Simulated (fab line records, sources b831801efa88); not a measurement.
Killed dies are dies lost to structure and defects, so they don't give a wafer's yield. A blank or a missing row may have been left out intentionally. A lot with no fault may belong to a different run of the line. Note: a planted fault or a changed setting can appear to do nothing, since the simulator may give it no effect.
A single fault, viewed from 2 desks | flow sky130 | each desk has only its own numbers; what lay behind them comes last

DESK OF THE TOOL OWNER: wet-bench-01
The tool's own readings at SKY_FIELD_ISO_WET_ETCH_30 (etches SiO2 in dHF, target depth 25 nm, time 50 s): means of the sampled wafers that have a number, for each lot that ran on this tool. If a lot's mean is further than 4 standard deviations from the usual mean, the lot is out of limits and carries the mark OUT (the distance appears in the brackets).
Columns: A = run-length-s at SKY_FIELD_ISO_WET_ETCH_30, usual 76.8 s
lot  | first seen here | A
L923 | day 2 19:11     | 76.5
L942 | day 7 03:53     | 32.8 (-20) OUT
This desk's verdict: out of limits on L942, starting with L942 at day 7 03:53 (run-length-s at SKY_FIELD_ISO_WET_ETCH_30). Within limits: L923.

METROLOGY DESK
Means of the sampled wafers that have a number, per lot and without regard to the tool the lot ran on: this is what the gauges read. If a lot's mean is further than 4 standard deviations from the usual mean, the lot is out of limits and carries the mark OUT (the distance appears in the brackets).
Columns: A = FIELD_ISO_OXIDATION_01_THK at SKY_FIELD_ISO_THK_MEAS_23, usual 10.03 nm; B = FIELD_ISO_CVD_24_THK at SKY_FIELD_ISO_THK_MEAS_25, usual 592 nm; C = NWELL_OXIDATION_THK at SKY_NWELL_THK_MEAS_02, usual 10.01 nm; D = DNWELL_TW at SKY_DNWELL_TW_MEAS_09, usual 1119; E = PWDE_OVL at SKY_PWDE_OVL_MEAS_07, usual -0.4 nm; F = PWDE_TW at SKY_PWDE_TW_MEAS_10, usual 375
lot  | first seen here | A     | B   | C     | D    | E    | F
L923 | day 2 16:40     | 9.85  | 591 | 10.45 | 1120 | -0.7 | 382
L932 | day 4 12:27     | 9.94  | 588 | 10.31 | 1141 | -0.0 | 378
L940 | day 6 10:05     | 10.17 | 586 | 9.83  | 1142 | -1.8 | 380
L942 | day 6 19:55     | 9.91  | 603 | 9.84  | 1115 | -1.2 | 372
L944 | day 7 13:58     | 9.67  | 597 | 9.91  | 1103 | -0.5 | 380
This desk's verdict: no lot among the 5 shows anything out of limits.

PUT TOGETHER
At day 7 03:53, on L942, the tool owner's desk was in a position to raise an alarm.
At the metrology desk, nothing out of limits was observed.
The metrology desk holds a record of L942, inside its limits.
SKY_FIELD_ISO_WET_ETCH_30 was run on wet-bench-01 by each of the lots named.

WHAT HAD BEEN PUT IN BY THE SIMULATOR
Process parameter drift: wet-bench-01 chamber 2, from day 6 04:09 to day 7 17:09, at SKY_FIELD_ISO_WET_ETCH_30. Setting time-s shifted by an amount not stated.
Struck lots among those shown: L942.
Hours from the fault's start to each desk's first reading out of limits: the tool owner's desk, 24.
